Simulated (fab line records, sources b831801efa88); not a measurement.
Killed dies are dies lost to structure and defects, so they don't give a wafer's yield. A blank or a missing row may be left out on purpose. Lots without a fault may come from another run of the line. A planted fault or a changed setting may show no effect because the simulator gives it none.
A struck lot beside a sound one | flow sky130 | 20 steps out of a route of 708
Sound: wafers L798.3, L798.4, L798.5. Struck: wafers L809.3, L809.4, L809.5. The cause comes at the end.
At each step with rows: each side's tool, then ch and its chambers, then its first start. Under that, the readings that differ: sound wafers | struck wafers | difference of the means | sigmas: that difference in standard deviations of wafers without a fault.
alike: readings whose means differ by less than 2 such deviations, and words and numbers that are the same on both sides. not compared: withheld readings, readings that some wafer has no value for, bounds like >300 that may hide the same value, and numbers for which the record gives no deviation and whose values overlap.
The two part at a step that has a row with sigmas, a row that says differs or no value, or rows on one side only. Numbers that don't overlap but have no deviation are shown without sigmas and don't part them. A reading that every wafer of one side lacks parts them only if that side has two wafers or more.

SKY_LDD_HVP_OVL_MEAS_07:
  sound on overlay-01, day 23 11:59; struck on overlay-01, day 27 03:07
  alike: LDD_HVP_OVL
then, 1 step without rows for these wafers: SKY_LDD_HVP_IMPLANT_08.
SKY_LDD_HVP_STRIP_09: strips in O2/N2.
  sound on plasma_asher-01 ch 0,1, day 23 12:11; struck on plasma_asher-01 ch 0,1, day 27 03:20
  alike: drypump_motor_current_A, oes_product_au, strip_time_to_endpoint_s
SKY_LDD_HVP_TW_MEAS_10:
  sound on film_metro-01, day 23 12:16; struck on film_metro-01, day 27 03:25
  alike: LDD_HVP_TW
then, 7 steps without rows for these wafers: SKY_LDD_LDN_DEHYDRATE_00 (time 60 s); SKY_LDD_LDN_HMDS_01 (prime time 60 s); SKY_LDD_LDN_COAT_02 (resist thk 1140 nm); SKY_LDD_LDN_SOFTBAKE_03 (time 60 s); SKY_LDD_LDN_EXPOSE_04 (exposes mask LDNTM, target cd 700 nm); SKY_LDD_LDN_PEB_05; SKY_LDD_LDN_DEVELOP_06 (develop time 60 s).
SKY_LDD_LDN_OVL_MEAS_07:
  sound on overlay-02, day 24 17:22; struck on overlay-02, day 28 07:04
  alike: LDD_LDN_OVL
SKY_LDD_LDN_IMPLANT_08:
  sound on implanter-01 ch 0, day 24 17:26; struck on implanter-02 ch 0, day 28 07:08
  reading            | sound                           | struck                       | difference | sigmas
  dose_ions_cm2      | 1.2509e+13 1.2516e+13 1.252e+13 | 7.25e+12 7.265e+12 7.248e+12 | -5.26e+12  | -99 or more
  faraday_current_uA | 68.9 70.9 71.0                  | 41.1 42.4 41.1               | -28.7      | -22
  alike: beam_on_s, end_station_pressure_torr
then, 3 steps without rows for these wafers: SKY_LDD_LDN_IMPLANT_09; SKY_LDD_LDN_IMPLANT_10; SKY_LDD_LDN_IMPLANT_11.
SKY_LDD_LDN_STRIP_12: strips in O2/N2.
  sound on plasma_asher-02 ch 0,1, day 24 18:02; struck on plasma_asher-02 ch 0,1, day 28 07:44
  alike: drypump_motor_current_A, oes_product_au, strip_time_to_endpoint_s
SKY_LDD_LDN_TW_MEAS_13:
  sound on film_metro-01, day 24 18:07; struck on film_metro-04, day 28 07:49
  reading    | sound          | struck         | difference | sigmas
  LDD_LDN_TW | 1472 1474 1477 | 1427 1422 1420 | -51        | -7
then, 1 step without rows for these wafers: SKY_LDD_LDN_CLEAN_14 (cleans in SC1/SC2, time 150 s).
-- the record jumps here: 21 days lie between the struck wafers' starts before and after (it left off in module LDD_LDN and takes up again in module PAD_OPEN, whose first step shown is number 708 of the route) --
SKY_PAD_OPEN_PROBE_99:
  sound on prober-01, day 46 22:50; struck on prober-02, day 49 10:51
  reading                         | sound          | struck         | difference | sigmas
  killed_dies                     | 105 98 111     | 92 81 74       | -22        | -2
  killed_open                     | 66 62 66       | 52 43 33       | -22        | -3
  model.etest.tip_sonos.rs_ohm_sq | 2719 2745 2727 | 2803 2749 2753 | +38        |
  alike: killed_at_M0_to_M3, killed_at_M4_up, killed_at_contacts, killed_at_front_end, killed_at_other, killed_short

WHERE THEY PART
First at SKY_LDD_LDN_IMPLANT_08; last, within this record, at SKY_PAD_OPEN_PROBE_99.

WHY: what the simulator had put in
Process parameter drift: implanter-02, from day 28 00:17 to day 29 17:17, at SKY_LDD_LDN_IMPLANT_08. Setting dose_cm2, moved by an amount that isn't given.
